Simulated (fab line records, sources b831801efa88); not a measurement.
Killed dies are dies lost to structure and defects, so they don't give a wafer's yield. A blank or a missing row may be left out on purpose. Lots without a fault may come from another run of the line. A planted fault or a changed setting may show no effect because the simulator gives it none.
Which tool did it? | flow sky130 | 14 lots, 42 wafers sampled, at 3 steps of a route of 708

WHAT THE GAUGES READ, wafer by wafer
SKY_LI_CONTACT_RS_MEAS_22: measures by four-point-probe.
lot  | measured     | on            | LI_CONTACT_W_RS (ohm/sq)
L254 | day 29 12:02 | film_metro-01 | 0.283 0.286 0.291
L255 | day 30 01:42 | film_metro-01 | 0.279 0.281 0.281
L256 | day 30 03:18 | film_metro-02 | 0.287 0.289 0.284
L263 | day 33 02:59 | film_metro-01 | 0.286 0.289 0.287
L264 | day 33 13:12 | film_metro-03 | 0.280 0.284 0.287
L265 | day 33 16:58 | film_metro-02 | 0.290 0.285 0.290
L267 | day 33 23:20 | film_metro-02 | 0.285 0.286 0.283
L269 | day 34 18:42 | film_metro-01 | 0.286 0.289 0.288
L270 | day 35 07:23 | film_metro-02 | 0.289 0.287 0.288
L271 | day 35 09:12 | film_metro-01 | 0.285 0.287 0.290
L272 | day 35 14:08 | film_metro-03 | 0.287 0.288 0.287
L273 | day 35 16:03 | film_metro-01 | 0.285 0.283 0.288
L274 | day 36 03:33 | film_metro-02 | 0.285 0.283 0.282
L276 | day 36 20:32 | film_metro-03 | 0.289 0.286 0.290

WHICH TOOL RAN EACH LOT (tool, then ch and the chambers of the sampled wafers, then the start)
lot  | SKY_LI_CONTACT_EXPOSE_09          | SKY_LI_CONTACT_STRIP_16
L254 | krf_scanner-02 ch 0, day 28 21:17 | plasma_asher-03 ch 0,1, day 29 11:17
L255 | krf_scanner-02 ch 0, day 29 11:02 | plasma_asher-03 ch 0,1, day 30 01:08
L256 | krf_scanner-02 ch 0, day 29 12:16 | plasma_asher-01 ch 0,1, day 30 02:44
L263 | krf_scanner-02, day 32 13:41      | plasma_asher-02 ch 0,1, day 33 02:25
L264 | krf_scanner-01, day 32 23:10      | plasma_asher-01 ch 0,1, day 33 12:37
L265 | krf_scanner-01 ch 0, day 33 02:56 | plasma_asher-01 ch 0,1, day 33 16:23
L267 | krf_scanner-02 ch 0, day 33 09:50 | plasma_asher-03 ch 0,1, day 33 22:47
L269 | krf_scanner-01 ch 0, day 34 05:25 | plasma_asher-02 ch 0,1, day 34 18:07
L270 | krf_scanner-02 ch 0, day 34 16:44 | plasma_asher-03 ch 0,1, day 35 06:49
L271 | krf_scanner-02 ch 0, day 34 19:08 | plasma_asher-03 ch 0,1, day 35 08:38
L272 | krf_scanner-02 ch 0, day 34 23:53 | plasma_asher-02 ch 0,1, day 35 13:33
L273 | krf_scanner-01 ch 0, day 35 01:22 | plasma_asher-03 ch 0,1, day 35 15:28
L274 | krf_scanner-01 ch 0, day 35 14:39 | plasma_asher-02 ch 0,1, day 36 02:58
L276 | krf_scanner-01 ch 0, day 36 06:25 | plasma_asher-02 ch 0,1, day 36 19:58
- SKY_LI_CONTACT_EXPOSE_09: exposes mask LICM1, target cd 170 nm.
- SKY_LI_CONTACT_STRIP_16: strips in O2/N2.

WHAT THE TOOLS THEMSELVES READ (means of the sampled wafers that have a number; where no wafer has one, the mark that the record gives instead)
SKY_LI_CONTACT_EXPOSE_09.
lot  | tool           | exposure_dose_mJ_cm2 | focus_offset_nm (nm)
L254 | krf_scanner-02 | 37.97                | -0.4
L255 | krf_scanner-02 | 37.97                | -0.3
L256 | krf_scanner-02 | 37.99                | 0.3
L263 | krf_scanner-02 | -                    | -
L264 | krf_scanner-01 | -                    | -
L265 | krf_scanner-01 | 37.95                | -0.1
L267 | krf_scanner-02 | 38.05                | -0.1
L269 | krf_scanner-01 | 37.99                | -0.4
L270 | krf_scanner-02 | 37.98                | -0.5
L271 | krf_scanner-02 | 38.00                | 0.8
L272 | krf_scanner-02 | 38.01                | 0.4
L273 | krf_scanner-01 | 37.99                | 0.1
L274 | krf_scanner-01 | 37.99                | 0.4
L276 | krf_scanner-01 | 37.99                | 0.3

SKY_LI_CONTACT_STRIP_16.
lot  | tool            | drypump_motor_current_A (A) | oes_product_au (a.u.) | strip_time_to_endpoint_s (s)
L254 | plasma_asher-03 | 5.5                         | 0.375                 | 3.50
L255 | plasma_asher-03 | 5.5                         | 0.370                 | 3.43
L256 | plasma_asher-01 | 5.8                         | 0.380                 | 3.49
L263 | plasma_asher-02 | 6.4                         | 0.376                 | 3.48
L264 | plasma_asher-01 | 5.7                         | 0.374                 | 3.45
L265 | plasma_asher-01 | 5.8                         | 0.372                 | 3.48
L267 | plasma_asher-03 | 5.6                         | 0.379                 | 3.49
L269 | plasma_asher-02 | 6.4                         | 0.367                 | 3.48
L270 | plasma_asher-03 | 5.6                         | 0.377                 | 3.47
L271 | plasma_asher-03 | 5.5                         | 0.373                 | 3.46
L272 | plasma_asher-02 | 6.3                         | 0.376                 | 3.45
L273 | plasma_asher-03 | 5.6                         | 0.373                 | 3.44
L274 | plasma_asher-02 | 6.4                         | 0.375                 | 3.51
L276 | plasma_asher-02 | 6.3                         | 0.373                 | 3.45

THE ANSWER, worked out from the rows above alone
Rule: what is usual is taken from the lots themselves. Put in order of their means at a reading, lots are off if they are a third of the lots or fewer, leave a main group of 4 or more, and stand apart from it by a gap of 3 or more times the standard deviation of the main group's means; of several such gaps the widest counts. A main group whose means are all the same, to the digits that the tables above print for the reading, isn't used. A lot without any number at a reading at which 4 lots or more have one is off too. The other lots that the step has rows for count as sound. The gauges are gone through in route order, then the tools' own readings, and for those a lot's mean is taken as printed above. The first step at which some lot is off is used, and at that step the reading that is off furthest; a lot without a number counts as furthest.
Off: L263, L264, at SKY_LI_CONTACT_EXPOSE_09 (exposure_dose_mJ_cm2). Without a number there: L263, L264. The main group: mean 37.99, standard deviation 0.023.
A tool fits if, at that step or a process step before it, it ran every lot that is off, and no sound lot after the first of them. None of those tried fits.

WHAT THE SIMULATOR HAD PUT IN
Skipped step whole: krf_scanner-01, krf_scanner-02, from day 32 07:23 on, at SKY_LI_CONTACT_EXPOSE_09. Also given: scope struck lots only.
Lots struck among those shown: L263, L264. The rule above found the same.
